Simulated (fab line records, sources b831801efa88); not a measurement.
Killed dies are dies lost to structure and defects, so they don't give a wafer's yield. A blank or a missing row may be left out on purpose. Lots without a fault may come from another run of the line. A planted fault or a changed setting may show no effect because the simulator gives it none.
Which tool did it? | flow sfq_line | 14 lots, 42 wafers sampled, at 2 steps of a route of 325

WHAT THE GAUGES READ, wafer by wafer
The record holds no reading of a measuring or inspecting step that can be judged against a usual standard deviation.

WHICH TOOL RAN EACH LOT (tool, then ch and the chambers of the sampled wafers, then the start)
lot  | SFQ_TRILAYER_I6_DEP_PECVD_165   | SFQ_TRILAYER_I6_CMP_CMP_166
L855 | pecvd-04 ch 1,2, day 66 11:40   | cmp-02 ch 0,2,3, day 66 12:14
L856 | pecvd-01 ch 0,2, day 66 15:25   | cmp-01 ch 1,2,3, day 66 15:29
L858 | pecvd-01 ch 0,2, day 66 20:19   | cmp-02 ch 0,1,2, day 66 20:53
L859 | pecvd-02 ch 0, day 68 13:40     | cmp-01 ch 1,2,3, day 70 03:14
L860 | pecvd-01 ch 0,1,2, day 68 16:06 | cmp-02 ch 0,2,3, day 70 10:20
L863 | pecvd-02 ch 0,1,2, day 68 23:16 | cmp-01 ch 0,1,2, day 70 18:14
L864 | pecvd-04 ch 0,2, day 69 01:40   | cmp-01 ch 1,2,3, day 70 21:14
L869 | pecvd-02 ch 0,1,2, day 70 05:25 | cmp-01 ch 0,1,2, day 71 22:14
L870 | pecvd-01 ch 0,2, day 70 06:37   | cmp-02 ch 1,2,3, day 71 23:50
L872 | pecvd-01 ch 0,1, day 70 09:01   | cmp-01 ch 1,2,3, day 72 04:14
L873 | pecvd-01 ch 0,1,2, day 70 11:27 | cmp-02 ch 0,1, day 72 08:50
L874 | pecvd-04 ch 1,2, day 70 16:13   | cmp-02 ch 0,3, day 72 14:50
L877 | pecvd-02 ch 0,1,2, day 73 11:34 | cmp-02 ch 0,3, day 73 17:50
L878 | pecvd-01 ch 1,2, day 73 13:57   | cmp-02 ch 0,1, day 73 21:20
- SFQ_TRILAYER_I6_DEP_PECVD_165: deposits SiO2 from SiH4/N2O, time 111.11 s, target thk 500 nm.
- SFQ_TRILAYER_I6_CMP_CMP_166: polishes SiO2.

WHAT THE TOOLS THEMSELVES READ (means of the sampled wafers that have a number; where no wafer has one, the mark that the record gives instead)
SFQ_TRILAYER_I6_DEP_PECVD_165. Usual: heater_power_outer_w 30 W, standard deviation 8.7; heater_power_w 83 W, standard deviation 14; rf_fwd_power_W 182.2 W, standard deviation 0.67; showerhead_vpp_V 838 V, standard deviation 33; susceptor_temp_C 149.99 C, standard deviation 0.15; throttle_valve_pct 24.5 %, standard deviation 1.9.
lot  | tool     | heater_power_outer_w (W) | heater_power_w (W) | rf_fwd_power_W (W) | showerhead_vpp_V (V) | susceptor_temp_C (C) | throttle_valve_pct (%) | flag
L855 | pecvd-04 | 32                       | 84                 | 182.0              | 815                  | 150.08               | 23.3                   |
L856 | pecvd-01 | 21                       | 69                 | 181.6              | 850                  | 150.17               | 26.3                   |
L858 | pecvd-01 | 21                       | 71                 | 181.1              | 854                  | 150.06               | 26.3                   |
L859 | pecvd-02 | 35                       | 93                 | 182.8              | 801                  | 149.84               | 24.9                   |
L860 | pecvd-01 | 23                       | 73                 | 182.1              | 842                  | 149.98               | 25.6                   |
L863 | pecvd-02 | 45                       | 108                | 157.7              | 758                  | 149.94               | 23.3                   | OFF
L864 | pecvd-04 | 43                       | 99                 | 182.3              | 845                  | 149.98               | 22.9                   |
L869 | pecvd-02 | 45                       | 108                | 157.3              | 753                  | 150.07               | 23.3                   | OFF
L870 | pecvd-01 | 22                       | 72                 | 182.0              | 835                  | 150.08               | 27.3                   |
L872 | pecvd-01 | 27                       | 80                 | 182.7              | 826                  | 150.01               | 26.9                   |
L873 | pecvd-01 | 25                       | 76                 | 182.7              | 846                  | 149.98               | 25.7                   |
L874 | pecvd-04 | 33                       | 87                 | 182.7              | 822                  | 150.04               | 23.4                   |
L877 | pecvd-02 | 40                       | 101                | 181.5              | 816                  | 150.14               | 23.3                   |
L878 | pecvd-01 | 29                       | 86                 | 181.7              | 868                  | 150.03               | 23.9                   |

SFQ_TRILAYER_I6_CMP_CMP_166. Usual: motor_current_A 9.9 A, standard deviation 0.73; retaining_ring_pressure_frac 1.000, standard deviation 0.0052; time_to_endpoint_s 212 s, standard deviation 8.1.
lot  | tool   | motor_current_A (A) | retaining_ring_pressure_frac | time_to_endpoint_s (s) | flag
L855 | cmp-02 | 9.6                 | 1.000                        | 219                    |
L856 | cmp-01 | 9.8                 | 0.998                        | 202                    |
L858 | cmp-02 | 9.5                 | 0.998                        | 220                    |
L859 | cmp-01 | 9.9                 | 0.998                        | 207                    |
L860 | cmp-02 | 10.0                | 1.002                        | 223                    |
L863 | cmp-01 | 10.4                | 0.995                        | 182                    | OFF
L864 | cmp-01 | 10.4                | 1.000                        | 212                    |
L869 | cmp-01 | 10.5                | 0.999                        | 190                    |
L870 | cmp-02 | 9.3                 | 0.994                        | 215                    |
L872 | cmp-01 | 10.4                | 0.997                        | 205                    |
L873 | cmp-02 | 9.9                 | 0.999                        | 218                    |
L874 | cmp-02 | 10.3                | 1.001                        | 209                    |
L877 | cmp-02 | 10.2                | 0.997                        | 217                    |
L878 | cmp-02 | 9.4                 | 1.000                        | 218                    |

THE ANSWER, worked out from the rows above alone
Rule: a lot is off if the mean of its wafers that have a number lies more than 3 standard deviations from the usual mean. A lot without any number at a reading at which 4 lots or more have one is off too. The other lots that the step has rows for count as sound. The gauges are gone through in route order, then the tools' own readings, and for those a lot's mean is taken as printed above. The first step at which some lot is off is used, and at that step the reading that is off furthest; a lot without a number counts as furthest.
Off: L863, L869, at SFQ_TRILAYER_I6_DEP_PECVD_165 (rf_fwd_power_W).
A tool fits if, at that step or a process step before it, it ran every lot that is off, and no sound lot after the first of them. None of those tried fits.

WHAT THE SIMULATOR HAD PUT IN
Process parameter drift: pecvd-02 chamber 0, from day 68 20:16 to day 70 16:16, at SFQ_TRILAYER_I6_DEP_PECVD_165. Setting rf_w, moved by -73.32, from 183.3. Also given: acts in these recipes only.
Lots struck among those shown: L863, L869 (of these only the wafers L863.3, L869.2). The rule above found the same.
